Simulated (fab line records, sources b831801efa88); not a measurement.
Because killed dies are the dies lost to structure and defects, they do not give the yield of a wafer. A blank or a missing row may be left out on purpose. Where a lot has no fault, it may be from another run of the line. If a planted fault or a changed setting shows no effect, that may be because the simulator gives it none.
Which of the tools did it? ; flow gf180mcu ; 14 lots with 42 wafers sampled at 6 steps, on a route of 602 steps

## WHAT THE GAUGES READ, wafer by wafer
GF_HV_LDD_TW_MEAS_38. Usual: for HV_LDD_3_TW the level is 1441 and the standard deviation is 10.
lot;measured;on;HV_LDD_3_TW;flag
L596;day 11 13:08;film-metro-02;1450 1466 1450;
L598;day 12 05:34;film-metro-04;1435 1437 1423;
L599;day 12 20:17;film-metro-04;1427 1436 1421;
L600;day 13 03:52;film-metro-02;1454 1451 1459;
L601;day 13 06:52;film-metro-04;1425 1421 1435;
L603;day 13 19:11;film-metro-01;1454 1451 1452;
L605;day 14 09:50;film-metro-01;1446 1454 1454;
L606;day 14 18:34;film-metro-01;1449 1444 1447;
L607;day 15 06:24;film-metro-02;1454 1456 1459;
L608;day 15 13:30;film-metro-02;1449 1462 1459;
L612;day 16 20:31;film-metro-04;1428 1424 1425;
L616;day 18 03:51;film-metro-02;1437 1445 1429;
L618;day 18 22:06;film-metro-04;1435 1427 1434;
L619;day 19 02:43;film-metro-04;1423 1432 1431;

GF_HV_LDD_CD_MEAS_46: the cd target is 400 nm. Usual: cd-nm 400.0 nm, standard deviation 2.7.
lot;measured;on;cd-nm (nm);flag
L596;day 12 08:10;cd-sem-02;402.3 400.9 402.9;
L598;day 13 01:19;cd-sem-01;396.8 397.2 398.3;
L599;day 13 16:05;cd-sem-01;394.9 394.7 396.5;
L600;day 13 23:28;cd-sem-02;398.5 398.0 399.1;
L601;day 14 02:55;cd-sem-01;402.8 400.9 403.0;
L603;day 14 15:25;cd-sem-02;401.2 399.9 400.6;
L605;day 15 06:38;cd-sem-01;397.9 396.9 399.2;
L606;day 15 16:22;cd-sem-01;399.8 400.7 399.9;
L607;day 16 04:24;cd-sem-02;398.1 399.1 398.7;
L608;day 16 11:53;cd-sem-02;400.0 401.9 402.3;
L612;day 17 19:49;cd-sem-01;398.6 397.3 399.8;
L616;day 19 03:47;cd-sem-02;405.8 406.7 405.9;
L618;day 19 21:36;cd-sem-01;402.2 401.9 401.7;
L619;day 20 04:58;cd-sem-01;402.8 402.1 401.8;

GF_NSD_CD_MEAS_07: the cd target is 400 nm. Usual: cd-nm 400.0 nm, standard deviation 2.1.
lot;measured;on;cd-nm (nm);flag
L596;day 13 07:14;cd-sem-02;402.1 402.7 403.1;
L598;day 14 00:29;cd-sem-01;398.9 398.8 397.7;
L599;day 14 15:47;cd-sem-01;400.6 403.1 400.8;
L600;day 15 00:50;cd-sem-02;398.1 399.6 398.7;
L601;day 15 03:08;cd-sem-02;401.3 403.2 404.3;
L603;day 15 16:09;cd-sem-01;401.8 398.6 401.2;
L605;day 16 07:26;cd-sem-01;402.4 400.3 399.9;
L606;day 16 17:43;cd-sem-02;- - -;OFF
L607;day 17 06:33;cd-sem-01;- - -;OFF
L608;day 17 13:37;cd-sem-02;396.2 398.0 399.5;
L612;day 18 23:28;cd-sem-01;397.2 400.0 401.4;
L616;day 20 07:24;cd-sem-01;399.8 401.0 399.6;
L618;day 21 00:15;cd-sem-02;402.9 401.1 401.0;
L619;day 21 08:26;cd-sem-01;396.8 398.2 398.1;

GF_NSD_TW_MEAS_12. Usual: for NSD_TW the level is 4268 and the standard deviation is 34.
lot;measured;on;NSD_TW;flag
L596;day 13 12:28;film-metro-04;4215 4219 4226;
L598;day 14 01:02;film-metro-01;4293 4291 4297;
L599;day 14 16:20;film-metro-01;4308 4268 4302;
L600;day 15 01:23;film-metro-04;4235 4246 4257;
L601;day 15 03:41;film-metro-04;4249 4257 4272;
L603;day 15 16:41;film-metro-03;4264 4254 4257;
L605;day 16 07:59;film-metro-04;4217 4228 4206;
L606;day 16 18:16;film-metro-03;4266 4297 4277;
L607;day 17 07:05;film-metro-03;4258 4269 4272;
L608;day 17 14:13;film-metro-03;4293 4313 4283;
L612;day 19 00:01;film-metro-03;4300 4313 4307;
L616;day 20 07:56;film-metro-01;4290 4269 4269;
L618;day 21 00:47;film-metro-03;4318 4330 4337;
L619;day 21 08:59;film-metro-03;4327 4301 4300;

GF_PSD_TW_MEAS_11. Usual: for PSD_TW the level is 3210 and the standard deviation is 21.
lot;measured;on;PSD_TW;flag
L596;day 14 08:33;film-metro-04;3185 3187 3189;
L598;day 14 21:55;film-metro-03;3207 3234 3231;
L599;day 15 13:20;film-metro-01;3218 3214 3212;
L600;day 15 22:49;film-metro-03;3207 3221 3220;
L601;day 16 02:05;film-metro-03;3219 3211 3219;
L603;day 16 14:47;film-metro-01;3223 3241 3228;
L605;day 17 06:37;film-metro-04;3188 3201 3195;
L606;day 17 17:13;film-metro-03;4266 4273 4268 4272 4251 4267;OFF
L607;day 18 06:56;film-metro-04;4229 4233 4240 4241 4247 4240;OFF
L608;day 18 13:45;film-metro-03;3195 3217 3205;
L612;day 20 01:01;film-metro-04;3183 3181 3188;
L616;day 21 08:14;film-metro-01;3212 3214 3208;
L618;day 22 00:44;film-metro-04;3190 3196 3183;
L619;day 22 08:40;film-metro-03;3219 3222 3209;

## WHICH TOOL RAN EACH LOT (tool, then ch and the chambers of the sampled wafers, then the start)
lot;GF_NSD_COAT_02
L596;litho-track-02 ch 0, day 12 21:22
L598;litho-track-04 ch 0, day 13 14:08
L599;litho-track-02 ch 0, day 14 04:55
L600;litho-track-04 ch 0, day 14 13:59
L601;litho-track-04 ch 0, day 14 16:44
L603;litho-track-02 ch 0, day 15 04:56
L605;litho-track-04 ch 0, day 15 20:32
L606;litho-track-04, day 16 06:35
L607;litho-track-02, day 16 19:17
L608;litho-track-02 ch 0, day 17 01:39
L612;litho-track-02 ch 0, day 18 11:23
L616;litho-track-02 ch 0, day 19 19:39
L618;litho-track-04 ch 0, day 20 12:13
L619;litho-track-02 ch 0, day 20 20:26
- GF_NSD_COAT_02: resist thk 1000 nm.

## AS READ BY THE TOOLS THEMSELVES (means over the sampled wafers that have a number; for cases with no such wafer, the mark the record gives instead)
GF_NSD_COAT_02. Usual: chill-plate-temp-C 23.03 C, standard deviation 0.11; dispense-pressure-kPa 50.3 kPa, standard deviation 1.
lot;tool;chill-plate-temp-C (C);dispense-pressure-kPa (kPa);flag
L596;litho-track-02;23.02;50.7;
L598;litho-track-04;23.08;48.8;
L599;litho-track-02;23.13;50.7;
L600;litho-track-04;23.09;48.8;
L601;litho-track-04;23.07;48.8;
L603;litho-track-02;23.08;50.6;
L605;litho-track-04;22.88;48.9;
L606;litho-track-04;-;-;OFF
L607;litho-track-02;-;-;OFF
L608;litho-track-02;22.95;50.7;
L612;litho-track-02;22.91;50.7;
L616;litho-track-02;22.90;50.6;
L618;litho-track-04;22.93;48.8;
L619;litho-track-02;23.07;50.6;

## THE ANSWER, worked out from the rows above alone
Rule: a lot counts as off when the mean over its wafers that have a number is more than 3 standard deviations away from the usual mean. A lot without any number at a reading at which 4 lots or more have one is off too. All remaining lots with rows at the step are treated as sound. First the gauges in route order, then the tools' own readings, where a lot's mean is used as printed above. At the first step where some lot is off, the reading lying furthest off is the one used; lots without a number count as furthest.
Off, at GF_NSD_CD_MEAS_07 on cd-nm: L606, L607. Without a number there: L606, L607.
A tool fits if, at a process step before that reading, it ran every lot that is off, and no sound lot after the first of them. The gauges at GF_NSD_CD_MEAS_07 aren't tried: what is off there is off at GF_PSD_TW_MEAS_11 too, on other tools, and a gauge's error can't cause that. None of those tried fits.

## WHAT THE SIMULATOR HAD INSERTED
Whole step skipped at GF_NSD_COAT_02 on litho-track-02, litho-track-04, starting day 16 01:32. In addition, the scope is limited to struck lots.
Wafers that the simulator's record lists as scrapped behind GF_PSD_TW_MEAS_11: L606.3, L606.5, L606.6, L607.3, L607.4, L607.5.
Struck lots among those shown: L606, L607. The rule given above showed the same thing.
